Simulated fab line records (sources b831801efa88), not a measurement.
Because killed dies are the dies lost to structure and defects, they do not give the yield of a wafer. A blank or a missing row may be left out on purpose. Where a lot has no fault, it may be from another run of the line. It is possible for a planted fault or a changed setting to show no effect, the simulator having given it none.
Chamber matching ; flow sky130 ; 4 sister chambers for SKY_VIA1_CMP_24 on cmp-02
The step polishes, stops on SiO2, t overpolish 15 s, target thk 0 nm. 16 wafers are shown with their chamber, then 8 later ones without.

== WAFERS PAIRED WITH THEIR CHAMBERS ==
wafer;chamber;motorCurrentA (A);slurryFilterDpKPa (kPa);retainingRingPressureFrac
L441.1;0;10.5;13.70;0.996
L441.4;2;12.1;13.76;1.009
L441.5;1;11.1;13.48;1.000
L443.1;2;11.4;13.44;1.002
L443.2;0;11.2;13.68;0.999
L443.6;3;12.4;13.41;0.995
L445.1;3;12.3;13.59;1.000
L445.4;2;11.9;13.50;0.996
L445.6;2;11.2;13.40;0.999
L447.1;2;11.7;13.45;1.000
L447.2;3;11.5;13.79;1.010
L447.5;2;11.6;13.32;0.994
L448.2;2;11.8;13.46;0.995
L448.4;0;10.0;13.38;1.002
L448.6;1;11.2;13.63;0.997
L457.1;1;12.2;13.78;0.999

SIGNATURES, as means of the wafers listed above
reading;chamber 0;chamber 1;chamber 2;chamber 3;scatter within a chamber
motorCurrentA;10.567;11.500;11.671;12.067;0.457
slurryFilterDpKPa;13.5867;13.6300;13.4757;13.5967;0.157
retainingRingPressureFrac;0.99900;0.99867;0.99929;1.00167;0.00499
Rule: for a wafer and a chamber, the distance is found by dividing, reading by reading, the gap between the wafer's reading and the chamber's mean by the reading's scatter, squaring, summing and taking the root. The wafer belongs to the nearest chamber; if the next one is less than 2 further off, it can't be placed. The scatter: the root of (the sum of the squares of (reading less its chamber's mean) over the shown wafers, divided by (wafers less chambers)).

== WAFERS WITHOUT THEIR CHAMBER ==
wafer;motorCurrentA (A);slurryFilterDpKPa (kPa);retainingRingPressureFrac
L457.2;11.2;13.60;0.998
L457.4;11.9;13.42;1.000
L459.3;11.3;13.43;1.000
L459.4;10.2;13.45;0.995
L459.5;11.6;13.68;0.997
L461.2;10.3;13.73;1.006
L461.3;12.2;13.47;1.000
L461.4;11.3;13.89;1.002

== THE CHAMBER EACH PASSED THROUGH ==
wafer;from the rows above;in truth
L457.2;can't be placed: 1 or 2 or 0 or 3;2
L457.4;can't be placed: 2 or 3 or 1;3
L459.3;can't be placed: 2 or 1 or 0 or 3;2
L459.4;can't be placed: 0 or 1 or 2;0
L459.5;can't be placed: 1 or 2 or 3 or 0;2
L461.2;can't be placed: 0 or 1 or 2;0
L461.3;can't be placed: 3 or 2 or 1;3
L461.4;can't be placed: 1 or 3 or 0 or 2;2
Correctly placed: 0 of 8. Can't be placed from these rows: 8 (the true chamber is among the candidates in 8). Placed wrongly: 0.
